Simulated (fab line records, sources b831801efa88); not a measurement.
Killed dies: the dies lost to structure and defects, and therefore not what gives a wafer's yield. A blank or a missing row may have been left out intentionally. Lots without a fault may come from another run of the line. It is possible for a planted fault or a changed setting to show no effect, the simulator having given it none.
Problem report in the 8D (eight disciplines) form, filled by code + flow gf180mcu + the parts of the form that need people (team, actions taken, sign-off) are left out

1. THE PROBLEM
chamber pressure Torr at GF_V4_CVD_23 reads a mean of 38.56 Torr on 6 wafers of 2 lots; wafers without a fault read 40.01 Torr with a standard deviation of 0.088. Measured from the usual mean, that is -17 standard deviations.
The step: deposits W, target thk 350 nm, time 104.9 s.
First observed at day 30 08:09: wafer L921.2, on cvd w-01. Wafers with a number at this step in the record: 42, from 14 lots. The rule behind "out" and "out of limits": a value lying over 4 standard deviations away from the usual mean. Any other wafer with a number is counted as sound.

2. WHAT IT IS AND WHAT IT IS NOT
| question                    | is                     | is not                                                                 |
|-----------------------------|------------------------|------------------------------------------------------------------------|
| which readings at this step | chamber pressure Torr  | heater power w                                                         |
| which lots                  | L921, L922             | L902, L903, L904, L905, L906, L907, L911, L912, L913, L917, L918, L923 |
| which wafers of those lots  | all that have a number | -                                                                      |
| read on which tools         | cvd w-01               | cvd w-02                                                               |
| when                        | from day 30 08:09      | up to then (33 sound wafers); but 3 sound wafers of L923 came after    |

3. SUSPECTS, AND WHAT RULES EACH OUT
Counting: a tool at a process step up to the reading stays a suspect if it ran every lot that is out and no sound lot after the first of them.
- cvd w-01 at GF_V4_CVD_23 (deposits W, target thk 350 nm, time 104.9 s): kept. It processed each lot that is out, first L921 at day 30 08:09, and no sound lot thereafter; up to then, the last sound lot it processed was L918 at day 29 07:31. Its own chamber pressure Torr readings are out on those wafers.
Left after counting: cvd w-01 at GF_V4_CVD_23.

4. THE CAUSE (what the simulator had put in)
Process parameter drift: cvd w-01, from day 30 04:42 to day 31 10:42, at GF_V4_CVD_23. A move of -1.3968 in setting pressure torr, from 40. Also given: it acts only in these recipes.
The count eliminated every tool but this one.

5. THE EFFECT CHAIN, in route order
One row per reading whose mean, taken over the struck wafers that have a number, lies over 3 standard deviations from the usual. Scope: only readings with a usual standard deviation given in the record; hours: median across lots of the time from each lot's start at the first step in this table that gives one to its start at this step; sigmas: change in usual standard deviations.
| hours | step         | reading               | usual      | on struck wafers | change | sigmas |
|-------|--------------|-----------------------|------------|------------------|--------|--------|
| 0     | GF_V4_CVD_23 | chamber pressure Torr | 40.01 Torr | 38.56            | -1.45  | -17    |
The process steps in it:
- GF_V4_CVD_23: deposits W, target thk 350 nm, time 104.9 s.

6. WHAT WOULD HAVE CAUGHT IT SOONER
In this record the first reading out of limits was taken at day 30 08:09, 3 hours after the fault began at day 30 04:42.
